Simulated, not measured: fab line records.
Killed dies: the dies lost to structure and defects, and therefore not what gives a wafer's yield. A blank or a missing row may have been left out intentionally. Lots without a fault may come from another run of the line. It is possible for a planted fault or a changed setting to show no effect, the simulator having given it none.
Which tool is to blame? || flow gf180mcu || Sampling: 11 lots, 33 wafers, 2 of 602 route steps

== WHAT EACH GAUGE READ, for each wafer ==
GF_M2_OVL_MEAS_15.
{"lot": "L697", "measured": "day 18 23:17", "on": "overlay-01", "M2_OVL (nm)": "-10 -1 1"}
{"lot": "L698", "measured": "day 19 09:08", "on": "overlay-01", "M2_OVL (nm)": "-4 -4 3"}
{"lot": "L702", "measured": "day 21 10:32", "on": "overlay-01", "M2_OVL (nm)": "-3 -14 -1"}
{"lot": "L705", "measured": "day 22 21:08", "on": "overlay-01", "M2_OVL (nm)": "-2 -6 -1"}
{"lot": "L707", "measured": "day 23 03:28", "on": "overlay-01", "M2_OVL (nm)": "-7 -2 -10"}
{"lot": "L712", "measured": "day 24 17:47", "on": "overlay-01", "M2_OVL (nm)": "-4 2 0"}
{"lot": "L713", "measured": "day 25 01:25", "on": "overlay-01", "M2_OVL (nm)": "2 1 -2"}
{"lot": "L716", "measured": "day 25 23:34", "on": "overlay-01", "M2_OVL (nm)": "5 14 14"}
{"lot": "L718", "measured": "day 26 23:40", "on": "overlay-01", "M2_OVL (nm)": "10 8 7"}
{"lot": "L719", "measured": "day 27 00:01", "on": "overlay-02", "M2_OVL (nm)": "2 5 11"}
{"lot": "L720", "measured": "day 27 03:44", "on": "overlay-01", "M2_OVL (nm)": "1 3 6"}

== WHAT TOOL EACH LOT RAN ON (gives the tool, then ch and the chambers of the sampled wafers, and finally the start) ==
{"lot": "L697", "GF_V1_SPUTTER_22": "pvd_sputter-02, day 17 22:10"}
{"lot": "L698", "GF_V1_SPUTTER_22": "pvd_sputter-04, day 18 08:08"}
{"lot": "L702", "GF_V1_SPUTTER_22": "pvd_sputter-01, day 20 10:23"}
{"lot": "L705", "GF_V1_SPUTTER_22": "pvd_sputter-04, day 21 20:18"}
{"lot": "L707", "GF_V1_SPUTTER_22": "pvd_sputter-01, day 22 03:42"}
{"lot": "L712", "GF_V1_SPUTTER_22": "pvd_sputter-04, day 23 19:25"}
{"lot": "L713", "GF_V1_SPUTTER_22": "pvd_sputter-04, day 24 02:12"}
{"lot": "L716", "GF_V1_SPUTTER_22": "pvd_sputter-04, day 25 01:42"}
{"lot": "L718", "GF_V1_SPUTTER_22": "pvd_sputter-04, day 26 02:47"}
{"lot": "L719", "GF_V1_SPUTTER_22": "pvd_sputter-02, day 26 02:56"}
{"lot": "L720", "GF_V1_SPUTTER_22": "pvd_sputter-02, day 26 06:36"}
- GF_V1_SPUTTER_22: material TiN, target thk 10 nm, time 40 s.

== THE ANSWER, worked out from the rows above alone ==
Rule: the usual values come from the lots themselves. Put in order of their means at a reading, lots are off if they are a third of the lots or fewer, leave a main group of 4 or more, and stand apart from it by a gap of 3 or more times the standard deviation of the main group's means; of several such gaps the widest counts. Not used: any main group whose means are identical at the precision the tables above print for the reading. A lot without any number at a reading at which 4 lots or more have one is off too. Where the step has rows for the other lots, those lots are counted as sound.
No lot is off at any reading shown: from this, nothing can be told.

== WHAT THE SIMULATOR HAD PUT IN ==
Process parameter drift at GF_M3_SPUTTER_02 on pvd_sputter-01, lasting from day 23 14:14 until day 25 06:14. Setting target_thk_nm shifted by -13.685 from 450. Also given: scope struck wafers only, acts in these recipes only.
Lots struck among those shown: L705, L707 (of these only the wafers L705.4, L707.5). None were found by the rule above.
